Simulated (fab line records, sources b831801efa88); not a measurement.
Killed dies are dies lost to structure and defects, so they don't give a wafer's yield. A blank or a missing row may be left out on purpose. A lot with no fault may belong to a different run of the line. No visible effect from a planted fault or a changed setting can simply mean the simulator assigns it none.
The tool behind it: which one? | flow sky130 | 72 wafers from 24 lots sampled at 6 of the route's 708 steps

== WHAT EACH GAUGE READ, for each wafer ==
SKY_VIA1_RS_MEAS_22: uses a four-point probe to measure. Usual: VIA1_W_RS gives 0.428 ohm/sq (standard deviation 0.0062).
lot  | measured     | on           | VIA1_W_RS (ohm/sq) | flag
L074 | day 34 07:29 | filmMetro-03 | 0.421 0.427 0.422  | 
L075 | day 34 12:17 | filmMetro-04 | 0.427 0.426 0.427  | 
L076 | day 34 17:13 | filmMetro-04 | 0.425 0.427 0.426  | 
L077 | day 35 06:20 | filmMetro-03 | 0.430 0.433 0.430  | 
L078 | day 35 10:33 | filmMetro-03 | 0.423 0.425 0.423  | 
L079 | day 35 20:14 | filmMetro-04 | 0.422 0.418 0.427  | 
L080 | day 36 06:45 | filmMetro-04 | 0.428 0.435 0.433  | 
L081 | day 36 15:04 | filmMetro-04 | 0.430 0.436 0.431  | 
L082 | day 36 16:44 | filmMetro-04 | 0.425 0.423 0.428  | 
L083 | day 36 21:29 | filmMetro-04 | 0.424 0.423 0.422  | 
L084 | day 37 16:10 | filmMetro-04 | 0.436 0.434 0.439  | 
L085 | day 37 18:07 | filmMetro-03 | 0.423 0.430 0.428  | 
L086 | day 38 01:06 | filmMetro-04 | 0.440 0.433 0.433  | 
L087 | day 38 13:39 | filmMetro-03 | 0.439 0.438 0.436  | 
L088 | day 38 17:10 | filmMetro-04 | 0.418 0.421 0.430  | 
L089 | day 39 00:18 | filmMetro-04 | 0.437 0.433 0.428  | 
L090 | day 39 07:08 | filmMetro-04 | 0.432 0.430 0.432  | 
L091 | day 39 12:55 | filmMetro-03 | 0.417 0.416 0.425  | 
L092 | day 39 23:10 | filmMetro-03 | 0.423 0.431 0.435  | 
L093 | day 40 05:18 | filmMetro-03 | 0.426 0.434 0.423  | 
L094 | day 40 06:16 | filmMetro-04 | 0.433 0.422 0.423  | 
L095 | day 40 13:02 | filmMetro-03 | 0.417 0.420 0.433  | 
L096 | day 40 20:55 | filmMetro-03 | 0.434 0.437 0.433  | 
L097 | day 41 05:25 | filmMetro-03 | 0.431 0.432 0.429  | 

SKY_METAL2_OVL_MEAS_16. Usual: METAL2_OVL gives 1 nm (standard deviation 6.6).
lot  | measured     | on         | METAL2_OVL (nm) | flag
L074 | day 35 10:17 | overlay-01 | 8 8 4           | 
L075 | day 35 14:49 | overlay-02 | 6 13 10         | 
L076 | day 35 20:38 | overlay-01 | 2 7 -1          | 
L077 | day 36 10:01 | overlay-02 | 8 1 5           | 
L078 | day 36 14:20 | overlay-01 | -4 -3 2         | 
L079 | day 36 22:32 | overlay-01 | -7 0 -10        | 
L080 | day 37 10:07 | overlay-01 | 4 3 -3          | 
L081 | day 37 17:53 | overlay-01 | 2 -4 -5         | 
L082 | day 37 19:44 | overlay-01 | 10 5 5          | 
L083 | day 37 23:52 | overlay-01 | 11 3 6          | 
L084 | day 38 19:08 | overlay-01 | -8 -8 -6        | 
L085 | day 38 20:35 | overlay-02 | 12 14 4         | 
L086 | day 39 03:58 | overlay-01 | -1 -2 -5        | 
L087 | day 39 15:11 | overlay-01 | -8 0 -1         | 
L088 | day 39 19:48 | overlay-01 | -1 6 -3         | 
L089 | day 40 02:37 | overlay-02 | 10 12 11        | 
L090 | day 40 09:04 | overlay-01 | 4 -6 -2         | 
L091 | day 40 15:08 | overlay-02 | -3 5 8          | 
L092 | day 40 23:52 | overlay-01 | -1 -15 -5       | 
L093 | day 41 06:53 | overlay-02 | -4 -5 1         | 
L094 | day 41 07:33 | overlay-01 | 5 -4 -8         | 
L095 | day 41 14:03 | overlay-02 | 11 18 8         | 
L096 | day 41 21:48 | overlay-01 | 4 -1 5          | 
L097 | day 42 05:20 | overlay-02 | -1 2 -1         | 

SKY_CAP2M_THK_MEAS_04: measures by xrf. Usual: CAP2M_TIN_THK gives 196.8 nm (standard deviation 2.4).
lot  | measured     | on           | CAP2M_TIN_THK (nm) | flag
L074 | day 40 02:05 | filmMetro-04 | 194.4 192.8 195.2  | 
L075 | day 40 06:47 | filmMetro-01 | 196.2 196.9 194.7  | 
L076 | day 40 12:07 | filmMetro-04 | 192.4 193.6 193.9  | 
L077 | day 41 00:40 | filmMetro-04 | 196.8 201.2 198.0  | 
L078 | day 41 03:19 | filmMetro-02 | 201.5 201.5 203.2  | 
L079 | day 41 10:38 | filmMetro-04 | 195.4 197.5 198.2  | 
L080 | day 41 21:40 | filmMetro-01 | 199.1 196.9 194.9  | 
L081 | day 42 04:58 | filmMetro-04 | 196.3 193.7 192.6  | 
L082 | day 42 06:50 | filmMetro-01 | 197.5 197.4 196.0  | 
L083 | day 42 10:32 | filmMetro-01 | 194.0 199.6 194.1  | 
L084 | day 43 02:47 | filmMetro-01 | 196.7 197.6 200.0  | 
L085 | day 43 04:27 | filmMetro-02 | 198.4 194.6 194.9  | 
L086 | day 43 12:31 | filmMetro-04 | 196.6 198.2 196.3  | 
L087 | day 43 21:59 | filmMetro-02 | 197.4 197.4 194.9  | 
L088 | day 44 02:39 | filmMetro-02 | 197.9 197.6 197.6  | 
L089 | day 44 07:01 | filmMetro-01 | 197.1 197.7 197.3  | 
L090 | day 44 13:45 | filmMetro-02 | 194.6 197.0 196.5  | 
L091 | day 44 20:06 | filmMetro-01 | 199.0 196.0 197.3  | 
L092 | day 45 02:53 | filmMetro-02 | 198.9 198.8 194.3  | 
L093 | day 45 09:54 | filmMetro-02 | 195.8 194.9 196.6  | 
L094 | day 45 10:38 | filmMetro-01 | 195.1 195.7 196.9  | 
L095 | day 45 16:59 | filmMetro-04 | 197.6 200.1 199.8  | 
L096 | day 45 22:54 | filmMetro-02 | 202.1 198.8 201.8  | 
L097 | day 46 08:13 | filmMetro-04 | 192.6 196.6 197.8  | 

SKY_VIA4_THK_MEAS_01. Usual: VIA4_HDPCVD_THK gives 1750 nm (standard deviation 21).
lot  | measured     | on           | VIA4_HDPCVD_THK (nm) | flag
L074 | day 42 04:46 | filmMetro-03 | 1728 1715 1768       | 
L075 | day 42 08:58 | filmMetro-01 | 1760 1734 1798       | 
L076 | day 42 14:01 | filmMetro-03 | 1747 1735 1717       | 
L077 | day 43 02:21 | filmMetro-01 | 1750 1727 1735       | 
L078 | day 43 04:08 | filmMetro-02 | 1762 1730 1770       | 
L079 | day 43 11:53 | filmMetro-03 | 1728 1698 1736       | 
L080 | day 43 21:53 | filmMetro-01 | 1756 1732 1750       | 
L081 | day 44 04:49 | filmMetro-01 | 1766 1758 1731       | 
L082 | day 44 06:44 | filmMetro-02 | 1731 1769 1765       | 
L083 | day 44 10:19 | filmMetro-02 | 1756 1732 1717       | 
L084 | day 45 01:08 | filmMetro-02 | 1757 1722 1724       | 
L085 | day 45 03:12 | filmMetro-02 | 1781 1734 1742       | 
L086 | day 45 10:44 | filmMetro-02 | 1748 1766 1748       | 
L087 | day 45 19:01 | filmMetro-02 | 1746 1726 1721       | 
L088 | day 45 23:23 | filmMetro-01 | 1720 1732 1747       | 
L089 | day 46 04:36 | filmMetro-02 | 1726 1744 1740       | 
L090 | day 46 11:11 | filmMetro-01 | 1735 1736 1750       | 
L091 | day 46 17:10 | filmMetro-02 | 1778 1785 1791       | 
L092 | day 46 22:08 | filmMetro-02 | 1757 1764 1737       | 
L093 | day 47 05:44 | filmMetro-03 | 1738 1749 1753       | 
L094 | day 47 05:53 | filmMetro-01 | 1747 1758 1780       | 
L095 | day 47 11:55 | filmMetro-02 | 1766 1755 1768       | 
L096 | day 47 17:44 | filmMetro-02 | 1764 1763 1800       | 
L097 | day 48 02:05 | filmMetro-02 | 1745 1771 1748       | 

SKY_PASSIVATION_THK_MEAS_03. Usual: PASSIVATION_CVD_02_THK gives 539 nm (standard deviation 7.8).
lot  | measured     | on           | PASSIVATION_CVD_02_THK (nm) | flag
L074 | day 44 05:25 | filmMetro-04 | 528 528 540                 | 
L075 | day 44 10:20 | filmMetro-01 | 541 537 537                 | 
L076 | day 44 13:13 | filmMetro-01 | 550 553 537                 | 
L077 | day 45 02:11 | filmMetro-01 | 543 545 550                 | 
L078 | day 45 04:23 | filmMetro-03 | 534 540 552                 | 
L079 | day 45 11:19 | filmMetro-03 | 537 531 544                 | 
L080 | day 45 20:40 | filmMetro-01 | 524 537 535                 | 
L081 | day 46 03:55 | filmMetro-03 | 541 543 544                 | 
L082 | day 46 05:16 | filmMetro-03 | 533 535 537                 | 
L083 | day 46 09:10 | filmMetro-04 | 543 531 543                 | 
L084 | day 46 22:22 | filmMetro-03 | 539 547 549                 | 
L085 | day 47 00:40 | filmMetro-01 | 532 533 535                 | 
L086 | day 47 07:01 | filmMetro-04 | 539 542 542                 | 
L087 | day 47 15:34 | filmMetro-01 | 540 542 538                 | 
L088 | day 47 18:27 | filmMetro-03 | 534 542 537                 | 
L089 | day 47 23:35 | filmMetro-01 | 540 541 543                 | 
L090 | day 48 06:11 | filmMetro-01 | 528 531 539                 | 
L091 | day 48 12:18 | filmMetro-04 | 540 546 552                 | 
L092 | day 48 16:42 | filmMetro-04 | 544 543 553                 | 
L093 | day 48 23:43 | filmMetro-01 | 526 537 533                 | 
L094 | day 48 23:19 | filmMetro-03 | 527 540 539                 | 
L095 | day 49 04:08 | filmMetro-03 | 533 540 548                 | 
L096 | day 49 10:05 | filmMetro-04 | 533 532 539                 | 
L097 | day 49 17:23 | filmMetro-03 | 536 548 546                 | 

== TOOL THAT RAN EACH LOT (tool first, then ch and the chambers of the sampled wafers, then the start) ==
lot  | SKY_METAL4_ETCH_17
L074 | rieDiel-03 ch 0,1,2, day 42 03:47
L075 | rieDiel-03 ch 0,3, day 42 07:58
L076 | rieDiel-03 ch 2,3, day 42 12:50
L077 | rieDiel-03 ch 0,1,3, day 43 01:23
L078 | rieDiel-03 ch 0,3, day 43 03:08
L079 | rieDiel-03 ch 0,2, day 43 10:23
L080 | rieDiel-03 ch 0,1,3, day 43 20:52
L081 | rieDiel-02 ch 2,3, day 44 03:50
L082 | rieDiel-03 ch 0,2, day 44 05:26
L083 | rieDiel-01 ch 0,1,3, day 44 09:17
L084 | rieDiel-01 ch 0,1,2, day 45 00:10
L085 | rieDiel-01 ch 0,2, day 45 02:11
L086 | rieDiel-02 ch 1,2,3, day 45 09:44
L087 | rieDiel-02 ch 0,1,3, day 45 18:02
L088 | rieDiel-01 ch 0,1,2, day 45 22:23
L089 | rieDiel-02 ch 0,1, day 46 03:26
L090 | rieDiel-01 ch 2,3, day 46 10:01
L091 | rieDiel-02 ch 1,2,3, day 46 16:05
L092 | rieDiel-03 ch 0,2,3, day 46 21:08
L093 | rieDiel-03 ch 0,2,3, day 47 04:28
L094 | rieDiel-01 ch 0,2, day 47 04:49
L095 | rieDiel-02 ch 0,1,3, day 47 10:56
L096 | rieDiel-02 ch 0,1,3, day 47 16:46
L097 | rieDiel-02 ch 1,2,3, day 48 00:38
- SKY_METAL4_ETCH_17: etches SiO2 in C4F8/O2/Ar, stops on TiN, time 3.9 s, target depth 15 nm.

== AS READ BY THE TOOLS THEMSELVES (means over the sampled wafers that have a number; for cases with no such wafer, the mark the record gives instead) ==
SKY_METAL4_ETCH_17. Usual: chamberPressureMTorr 40.00 mTorr, standard deviation 0.037; oesProductAu 0.752 a.u., standard deviation 0.0083.
lot  | tool       | chamberPressureMTorr (mTorr) | oesProductAu (a.u.) | flag
L074 | rieDiel-03 | 40.01                        | 0.750               | 
L075 | rieDiel-03 | 40.00                        | 0.758               | 
L076 | rieDiel-03 | 40.04                        | 0.764               | 
L077 | rieDiel-03 | 40.00                        | 0.755               | 
L078 | rieDiel-03 | 40.01                        | 0.754               | 
L079 | rieDiel-03 | 40.02                        | 0.749               | 
L080 | rieDiel-03 | 40.01                        | 0.757               | 
L081 | rieDiel-02 | 40.01                        | 0.743               | 
L082 | rieDiel-03 | 40.01                        | 0.749               | 
L083 | rieDiel-01 | 40.00                        | 0.754               | 
L084 | rieDiel-01 | 39.99                        | 0.749               | 
L085 | rieDiel-01 | 39.99                        | 0.745               | 
L086 | rieDiel-02 | 39.99                        | 0.752               | 
L087 | rieDiel-02 | 40.00                        | 0.751               | 
L088 | rieDiel-01 | 39.99                        | 0.753               | 
L089 | rieDiel-02 | 40.04                        | 0.752               | 
L090 | rieDiel-01 | 39.96                        | 0.745               | 
L091 | rieDiel-02 | 40.00                        | 0.752               | 
L092 | rieDiel-03 | 40.00                        | 0.750               | 
L093 | rieDiel-03 | 40.01                        | 0.748               | 
L094 | rieDiel-01 | 39.97                        | 0.756               | 
L095 | rieDiel-02 | 39.99                        | 0.755               | 
L096 | rieDiel-02 | 40.00                        | 0.750               | 
L097 | rieDiel-02 | 40.01                        | 0.751               | 

== THE ANSWER, worked out from the rows above alone ==
Rule: take the mean of a lot's wafers that have a number; if it is more than 3 standard deviations from the usual mean, the lot is off. A lot without any number at a reading at which 4 lots or more have one is off too. Where the step has rows for the other lots, those lots are counted as sound. After the gauges, taken in route order, come the tools' own readings; for these a lot's mean is taken, as printed above. The first step at which some lot is off is used, and at that step the reading that is off furthest; a lot without a number counts as furthest.
Nothing can be told from this: no lot is off at any reading shown.

== WHAT HAD BEEN PUT IN BY THE SIMULATOR ==
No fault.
